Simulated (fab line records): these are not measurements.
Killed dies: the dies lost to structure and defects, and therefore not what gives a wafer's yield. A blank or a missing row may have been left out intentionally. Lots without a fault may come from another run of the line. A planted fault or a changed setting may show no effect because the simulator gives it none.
What tool caused it?	flow gf180mcu	24 lots, 72 wafers sampled, at 6 steps of a route of 602

WHAT THE GAUGES SHOWED, per wafer
GF_V3_OVL_MEAS_15. Usual: V3_OVL 0 nm, standard deviation 5.7.
lot	measured	on	V3_OVL (nm)	flag
L074	day 22 08:02	overlay-01	-8 -11 -13	
L075	day 22 14:55	overlay-02	-6 3 -4	
L076	day 23 00:16	overlay-02	8 6 1	
L077	day 23 05:43	overlay-02	6 -5 6	
L078	day 23 19:22	overlay-01	2 4 9	
L079	day 24 09:26	overlay-01	3 4 -3	
L080	day 24 16:58	overlay-01	-1 1 3	
L081	day 25 01:23	overlay-02	2 8 -4	
L082	day 25 10:14	overlay-01	-2 0 -6	
L083	day 25 12:15	overlay-01	4 -6 -6	
L084	day 26 07:12	overlay-01	-1 10 5	
L085	day 26 09:37	overlay-01	-4 0 -1	
L086	day 26 13:01	overlay-01	7 11 1	
L087	day 26 18:32	overlay-01	-8 7 -6	
L088	day 27 02:26	overlay-02	-5 -3 -4	
L089	day 27 12:01	overlay-01	0 -4 -2	
L090	day 27 14:42	overlay-01	11 4 4	
L091	day 27 20:34	overlay-02	8 1 7	
L092	day 28 06:59	overlay-01	3 -1 2	
L093	day 28 15:51	overlay-02	-4 -5 -4	
L094	day 28 22:20	overlay-01	-4 5 3	
L095	day 29 07:08	overlay-02	3 -7 3	
L096	day 29 13:43	overlay-01	1 1 6	
L097	day 29 14:14	overlay-02	12 4 9	

GF_TOP_METAL_RS_MEAS_05: the measuring method here is four-point-probe. Usual: TOP_METAL_ALCU_RS 0.03294 ohm/sq, standard deviation 0.00025.
lot	measured	on	TOP_METAL_ALCU_RS (ohm/sq)	flag
L074	day 27 05:57	film-metro-04	0.03289 0.03313 0.0331	
L075	day 27 10:54	film-metro-04	0.03276 0.03308 0.03309	
L076	day 27 18:41	film-metro-03	0.03292 0.03298 0.03288	
L077	day 28 00:05	film-metro-04	0.03282 0.03351 0.03286	
L078	day 28 12:07	film-metro-01	0.03318 0.03297 0.03309	
L079	day 29 00:16	film-metro-01	0.03298 0.03293 0.03261	
L080	day 29 07:55	film-metro-04	0.03292 0.0326 0.03259	
L081	day 29 13:58	film-metro-03	0.03228 0.03246 0.0325	
L082	day 29 22:25	film-metro-01	0.03288 0.03273 0.03289	
L083	day 30 00:55	film-metro-01	0.0326 0.03283 0.03269	
L084	day 30 17:04	film-metro-01	0.0325 0.03256 0.03256	
L085	day 30 18:49	film-metro-01	0.03297 0.03293 0.03286	
L086	day 30 22:47	film-metro-01	0.0331 0.03294 0.03325	
L087	day 31 04:09	film-metro-03	0.03287 0.03303 0.03313	
L088	day 31 07:55	film-metro-01	0.03302 0.03342 0.03327	
L089	day 31 20:05	film-metro-03	0.03331 0.03351 0.03346	
L090	day 31 20:17	film-metro-04	0.03326 0.03342 0.03345	
L091	day 32 00:37	film-metro-01	0.03289 0.03312 0.03292	
L092	day 32 09:41	film-metro-01	0.03318 0.03333 0.03309	
L093	day 32 18:19	film-metro-01	0.03314 0.03277 0.03306	
L094	day 32 21:17	film-metro-01	0.03287 0.0327 0.03269	
L095	day 33 06:53	film-metro-03	0.03321 0.03276 0.03286	
L096	day 33 12:16	film-metro-01	0.03299 0.03319 0.03317	
L097	day 33 11:58	film-metro-03	0.03258 0.03299 0.03277	

TOOL THAT RAN EACH LOT (tool first, then ch and the chambers of the sampled wafers, then the start)
lot	GF_M1_SPUTTER_01	GF_V2_STRIP_18	GF_V4_STRIP_18	GF_TOP_METAL_SPUTTER_03
L074	pvd-sputter-02, day 16 03:24	plasma-asher-03 ch 0,1, day 20 04:35	plasma-asher-03 ch 0,1, day 24 08:25	pvd-sputter-02, day 27 05:53
L075	pvd-sputter-03, day 16 09:14	plasma-asher-01 ch 0,1, day 20 12:32	plasma-asher-02 ch 0,1, day 24 14:52	pvd-sputter-02, day 27 10:50
L076	pvd-sputter-02, day 16 19:36	plasma-asher-02 ch 1, day 20 22:22	plasma-asher-01 ch 0,1, day 24 23:58	pvd-sputter-01, day 27 18:38
L077	pvd-sputter-02, day 17 00:08	plasma-asher-01 ch 0,1, day 21 04:41	plasma-asher-01 ch 0,1, day 25 04:53	pvd-sputter-04, day 28 00:01
L078	pvd-sputter-01, day 17 13:14	plasma-asher-01 ch 0,1, day 21 18:08	plasma-asher-02 ch 0,1, day 25 18:10	pvd-sputter-01, day 28 12:04
L079	pvd-sputter-03, day 18 04:23	plasma-asher-03 ch 0,1, day 22 09:23	plasma-asher-03 ch 0,1, day 26 08:01	pvd-sputter-01, day 29 00:12
L080	pvd-sputter-02, day 18 11:47	plasma-asher-03 ch 0,1, day 22 16:41	plasma-asher-02 ch 0,1, day 26 15:16	pvd-sputter-02, day 29 07:52
L081	pvd-sputter-01, day 18 21:22	plasma-asher-02 ch 0,1, day 23 01:16	plasma-asher-03 ch 0,1, day 26 22:05	pvd-sputter-02, day 29 13:54
L082	pvd-sputter-03, day 19 06:39	plasma-asher-03 ch 0,1, day 23 10:34	plasma-asher-03 ch 0,1, day 27 06:46	pvd-sputter-01, day 29 22:22
L083	pvd-sputter-02, day 19 11:29	plasma-asher-01 ch 0,1, day 23 14:31	plasma-asher-01 ch 0,1, day 27 09:50	pvd-sputter-02, day 30 00:52
L084	pvd-sputter-03, day 20 05:45	plasma-asher-03 ch 0,1, day 24 08:58	plasma-asher-02 ch 0,1, day 28 03:00	pvd-sputter-02, day 30 16:58
L085	pvd-sputter-02, day 20 10:25	plasma-asher-02 ch 1, day 24 12:02	plasma-asher-02 ch 0,1, day 28 05:31	pvd-sputter-04, day 30 18:44
L086	pvd-sputter-02, day 20 14:41	plasma-asher-01 ch 0,1, day 24 15:35	plasma-asher-01 ch 0,1, day 28 09:19	pvd-sputter-01, day 30 22:43
L087	pvd-sputter-02, day 20 22:33	plasma-asher-02 ch 0,1, day 24 21:58	plasma-asher-03 ch 0,1, day 28 14:17	pvd-sputter-02, day 31 04:05
L088	pvd-sputter-03, day 21 06:09	plasma-asher-02 ch 0,1, day 25 06:16	plasma-asher-02 ch 0,1, day 28 21:29	pvd-sputter-02, day 31 07:52
L089	pvd-sputter-03, day 21 15:56	plasma-asher-02 ch 0,1, day 25 15:43	plasma-asher-03 ch 0, day 29 07:10	pvd-sputter-04, day 31 20:01
L090	pvd-sputter-03, day 21 22:02	plasma-asher-01 ch 0,1, day 25 18:31	plasma-asher-03 ch 0, day 29 09:05	pvd-sputter-01, day 31 20:14
L091	pvd-sputter-02, day 22 04:44	plasma-asher-03 ch 0, day 26 01:01	plasma-asher-03 ch 0,1, day 29 14:10	pvd-sputter-04, day 32 00:34
L092	pvd-sputter-03, day 22 15:29	plasma-asher-01 ch 0,1, day 26 11:08	plasma-asher-03 ch 0,1, day 29 23:55	pvd-sputter-02, day 32 09:37
L093	pvd-sputter-01, day 23 02:39	plasma-asher-02 ch 0,1, day 26 21:10	plasma-asher-01 ch 0,1, day 30 08:44	pvd-sputter-04, day 32 18:16
L094	pvd-sputter-02, day 23 10:13	plasma-asher-02 ch 0,1, day 27 04:11	plasma-asher-02 ch 0, day 30 14:25	pvd-sputter-02, day 32 21:14
L095	pvd-sputter-02, day 23 17:19	plasma-asher-01 ch 0,1, day 27 12:10	plasma-asher-01 ch 0,1, day 30 23:27	pvd-sputter-02, day 33 06:47
L096	pvd-sputter-02, day 24 03:48	plasma-asher-02 ch 0,1, day 27 21:04	plasma-asher-02 ch 0,1, day 31 05:22	pvd-sputter-02, day 33 12:13
L097	pvd-sputter-03, day 24 04:45	plasma-asher-03 ch 0,1, day 27 21:41	plasma-asher-01 ch 0,1, day 31 05:26	pvd-sputter-04, day 33 11:55
- GF_M1_SPUTTER_01: material TiN, target thk 30 nm, time 25 s.
- GF_V2_STRIP_18: strips in O2/N2.
- GF_V4_STRIP_18: strips in O2/N2.
- GF_TOP_METAL_SPUTTER_03: material Ti, target thk 5 nm, time 3.3 s.

WHAT THE TOOLS THEMSELVES READ (means of the sampled wafers that have a number; where no wafer has one, the mark that the record gives instead)
GF_M1_SPUTTER_01. Usual: throttle-valve-pct reads 29.6 % (standard deviation 0.77).
lot	tool	throttle-valve-pct (%)	flag
L074	pvd-sputter-02	29.7	
L075	pvd-sputter-03	29.4	
L076	pvd-sputter-02	29.5	
L077	pvd-sputter-02	29.6	
L078	pvd-sputter-01	31.2	
L079	pvd-sputter-03	29.5	
L080	pvd-sputter-02	29.1	
L081	pvd-sputter-01	30.7	
L082	pvd-sputter-03	29.6	
L083	pvd-sputter-02	29.0	
L084	pvd-sputter-03	29.2	
L085	pvd-sputter-02	29.5	
L086	pvd-sputter-02	29.7	
L087	pvd-sputter-02	28.7	
L088	pvd-sputter-03	29.2	
L089	pvd-sputter-03	29.4	
L090	pvd-sputter-03	29.4	
L091	pvd-sputter-02	29.6	
L092	pvd-sputter-03	29.4	
L093	pvd-sputter-01	30.7	
L094	pvd-sputter-02	28.3	
L095	pvd-sputter-02	29.5	
L096	pvd-sputter-02	29.7	
L097	pvd-sputter-03	29.2	

GF_V2_STRIP_18. Usual: drypump-motor-current-A 5.90 A, standard deviation 0.2; heater-power-w 333 W, standard deviation 17; o2-flow-sccm 2999 sccm, standard deviation 8.3; oes-product-au 0.592 a.u., standard deviation 0.0049.
lot	tool	drypump-motor-current-A (A)	heater-power-w (W)	o2-flow-sccm (sccm)	oes-product-au (a.u.)	flag
L074	plasma-asher-03	6.05	334	2989	0.588	
L075	plasma-asher-01	5.93	347	2997	0.590	
L076	plasma-asher-02	6.08	312	3005	0.592	
L077	plasma-asher-01	5.84	330	2984	0.588	
L078	plasma-asher-01	5.90	345	3008	0.588	
L079	plasma-asher-03	5.98	331	2995	0.594	
L080	plasma-asher-03	6.05	333	3003	0.593	
L081	plasma-asher-02	5.93	324	2995	0.588	
L082	plasma-asher-03	6.06	334	3010	0.592	
L083	plasma-asher-01	5.95	345	2998	0.592	
L084	plasma-asher-03	6.05	332	2992	0.590	
L085	plasma-asher-02	6.06	313	2999	0.588	
L086	plasma-asher-01	5.87	332	3002	0.598	
L087	plasma-asher-02	5.94	320	3002	0.592	
L088	plasma-asher-02	5.78	330	2999	0.594	
L089	plasma-asher-02	5.75	331	2996	0.593	
L090	plasma-asher-01	5.87	333	3006	0.592	
L091	plasma-asher-03	5.84	321	2996	0.593	
L092	plasma-asher-01	5.94	342	2997	0.590	
L093	plasma-asher-02	5.91	327	3000	0.593	
L094	plasma-asher-02	5.91	324	3006	0.585	
L095	plasma-asher-01	5.94	344	2992	0.594	
L096	plasma-asher-02	5.93	324	3005	0.593	
L097	plasma-asher-03	5.93	324	2995	0.593	

GF_V4_STRIP_18. Usual: drypump-motor-current-A 5.92 A, standard deviation 0.2; heater-power-w 334 W, standard deviation 17; o2-flow-sccm 3000 sccm, standard deviation 9; oes-product-au 0.592 a.u., standard deviation 0.0051.
lot	tool	drypump-motor-current-A (A)	heater-power-w (W)	o2-flow-sccm (sccm)	oes-product-au (a.u.)	flag
L074	plasma-asher-03	6.07	337	2993	0.593	
L075	plasma-asher-02	5.92	326	2993	0.592	
L076	plasma-asher-01	5.94	354	3000	0.589	
L077	plasma-asher-01	5.88	332	3004	0.594	
L078	plasma-asher-02	5.75	337	2997	0.592	
L079	plasma-asher-03	6.06	332	2998	0.588	
L080	plasma-asher-02	5.94	324	2998	0.591	
L081	plasma-asher-03	5.94	328	3000	0.588	
L082	plasma-asher-03	6.03	331	2994	0.597	
L083	plasma-asher-01	5.86	326	2997	0.594	
L084	plasma-asher-02	5.77	337	3008	0.594	
L085	plasma-asher-02	5.94	323	3006	0.587	
L086	plasma-asher-01	5.88	333	3000	0.594	
L087	plasma-asher-03	5.94	327	2999	0.589	
L088	plasma-asher-02	5.92	325	3000	0.591	
L089	plasma-asher-03	5.82	323	3002	0.590	
L090	plasma-asher-03	5.80	322	3006	0.586	
L091	plasma-asher-03	5.96	332	2998	0.595	
L092	plasma-asher-03	6.05	334	2999	0.590	
L093	plasma-asher-01	5.92	349	3006	0.589	
L094	plasma-asher-02	5.59	351	3020	0.593	
L095	plasma-asher-01	5.93	350	2985	0.594	
L096	plasma-asher-02	5.93	328	3005	0.593	
L097	plasma-asher-01	5.92	346	3010	0.593	

GF_TOP_METAL_SPUTTER_03. Usual: throttle-valve-pct reads 29.7 % (standard deviation 0.88).
lot	tool	throttle-valve-pct (%)	flag
L074	pvd-sputter-02	29.1	
L075	pvd-sputter-02	28.9	
L076	pvd-sputter-01	30.7	
L077	pvd-sputter-04	29.5	
L078	pvd-sputter-01	30.1	
L079	pvd-sputter-01	30.0	
L080	pvd-sputter-02	29.1	
L081	pvd-sputter-02	29.2	
L082	pvd-sputter-01	30.0	
L083	pvd-sputter-02	29.7	
L084	pvd-sputter-02	29.8	
L085	pvd-sputter-04	29.7	
L086	pvd-sputter-01	30.7	
L087	pvd-sputter-02	28.5	
L088	pvd-sputter-02	30.2	
L089	pvd-sputter-04	29.5	
L090	pvd-sputter-01	30.7	
L091	pvd-sputter-04	29.4	
L092	pvd-sputter-02	30.1	
L093	pvd-sputter-04	29.7	
L094	pvd-sputter-02	29.7	
L095	pvd-sputter-02	29.7	
L096	pvd-sputter-02	29.6	
L097	pvd-sputter-04	29.4	

THE ANSWER, worked out from the rows above alone
Rule: lot off if the mean of its wafers having a number is beyond 3 standard deviations from the usual mean. Also off: a lot with no number at a reading for which 4 or more lots have one. All remaining lots with rows at the step are treated as sound. After the gauges, taken in route order, come the tools' own readings; for these a lot's mean is taken, as printed above. At the first step where some lot is off, the reading lying furthest off is the one used; lots without a number count as furthest.
No lot is off on any of the readings shown, so nothing can be concluded from this.

WHAT THE SIMULATOR HAD PUT IN
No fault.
